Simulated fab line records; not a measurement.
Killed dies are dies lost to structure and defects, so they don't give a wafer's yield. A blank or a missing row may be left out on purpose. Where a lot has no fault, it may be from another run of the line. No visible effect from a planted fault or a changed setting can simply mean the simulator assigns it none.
8D (eight disciplines) problem report, filled in by code ; flow sky130 ; the parts of the form that need people (team, actions taken, sign-off) are left out

1. WHAT WENT WRONG
PASSIVATION_CVD_02_THK at SKY_PASSIVATION_THK_MEAS_03 reads a mean of 578 nm on 1 wafer of 1 lot; wafers without a fault read 537 nm with a standard deviation of 8.7. Relative to the usual mean, that is a shift of +4.7 standard deviations.
The first sign was on wafer L435.5 at day 47 21:59, on film metro-01. At this step, 14 wafers from 5 lots have a number in the record. By rule, "out" or "out of limits" means more than 4 standard deviations away from the usual mean. All remaining wafers that have a number are taken as sound.

2. WHAT IT IS AND WHAT IT IS NOT
question;is;is not
which readings at this step;PASSIVATION_CVD_02_THK;-
which lots;L435;L421, L423, L441, L442
which wafers of those lots;L435.5;L435.1
read on which gauges;film metro-01;film metro-02, film metro-04
when;from day 47 21:59;"up to then (7 sound wafers); but 6 sound wafers of L441, L442 came after"

3. THE SUSPECTS, EACH WITH WHAT RULES IT OUT
Counting: any tool at a process step up to the reading remains a suspect provided it ran every lot that is out. Sound lots after the first of them don't rule it out here, since some wafers of a struck lot are sound.
- the gauge at SKY_PASSIVATION_THK_MEAS_03: kept. All the wafers that are out were read on film metro-01, and no step on other tools shows them out.
- rie metal-02 at SKY_METAL5_DESCUM_14 (chemistry O2, time 11 s): kept. It ran the lot that is out, L435 (day 47 20:49).
- rie metal-02 at SKY_METAL5_METAL_ETCH_15 (etches the open film in Cl2/BCl3, stops on SiO2, target depth 1260 nm, time 252 s): kept. It ran the lot that is out, L435 (day 47 20:52).
- plasma asher-01 at SKY_METAL5_STRIP_16 (strips in O2/N2): kept. It ran the lot that is out, L435 (day 47 21:05).
- pecvd-02 at SKY_PASSIVATION_CVD_00 (deposits SiO2, target thk 90 nm): kept. It processed L435, the lot that is out, at day 47 21:41, and its most recent sound lot before then was L421 at day 44 13:39.
- pecvd-03 at SKY_PASSIVATION_CVD_02 (deposits Si3N4, target thk 540 nm): kept. It processed L435, the lot that is out, at day 47 21:46, and its most recent sound lot before then was L423 at day 44 13:11.
- The sound lot-mates ran in chamber 1 of plasma asher-01 at SKY_METAL5_STRIP_16, but the wafers that are out ran in chamber 0.
- The sound lot-mates ran in chamber 1 of pecvd-03 at SKY_PASSIVATION_CVD_02, but the wafers that are out ran in chamber 0.
Left after counting: rie metal-02 at SKY_METAL5_DESCUM_14, rie metal-02 at SKY_METAL5_METAL_ETCH_15, plasma asher-01 at SKY_METAL5_STRIP_16, pecvd-02 at SKY_PASSIVATION_CVD_00, pecvd-03 at SKY_PASSIVATION_CVD_02, film metro-01 at SKY_PASSIVATION_THK_MEAS_03.

4. THE CAUSE (what the simulator had put in)
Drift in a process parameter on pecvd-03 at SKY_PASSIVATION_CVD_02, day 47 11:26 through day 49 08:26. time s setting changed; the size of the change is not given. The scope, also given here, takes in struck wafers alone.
Of the 6 suspects that counting leaves, this tool is one.

5. SEQUENCE OF EFFECTS, ordered by route
Rows list readings where the struck wafers' mean (over those with a number) sits beyond 3 standard deviations from the usual. Only readings whose record carries a usual standard deviation are examined. hours: median over the lots of the time between each lot's start at the first step of this table that gives one and its start at this step. sigmas: the change, counted in usual standard deviations.
hours;step;reading;usual;on struck wafers;change;sigmas
0;SKY_PASSIVATION_THK_MEAS_03;PASSIVATION_CVD_02_THK;537 nm;578;+41;+4.7
19;SKY_PASSIVATION_ETCH_11;oes product au;0.975 a.u.;1.001;+0.026;+3.1
The process steps in it:
- SKY_PASSIVATION_ETCH_11: etches the open film in CF4/O2, stops on AlCu, target depth 725 nm, time 161.1 s.

6. WHAT WOULD HAVE CAUGHT IT SOONER
The first out-of-limits reading at a measuring or inspecting step in this record came at day 47 21:59, 11 hours after the fault's start at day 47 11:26.
No tool reading at SKY_PASSIVATION_CVD_02 that has a usual standard deviation in the record was out on any struck wafer, so an alarm limit of 4 standard deviations on those readings would not have fired.
All the lots that are out (1) had begun SKY_PASSIVATION_CVD_02 on pecvd-03 by day 47 21:59. Had the tool been put on hold then, not one of them would have been saved.
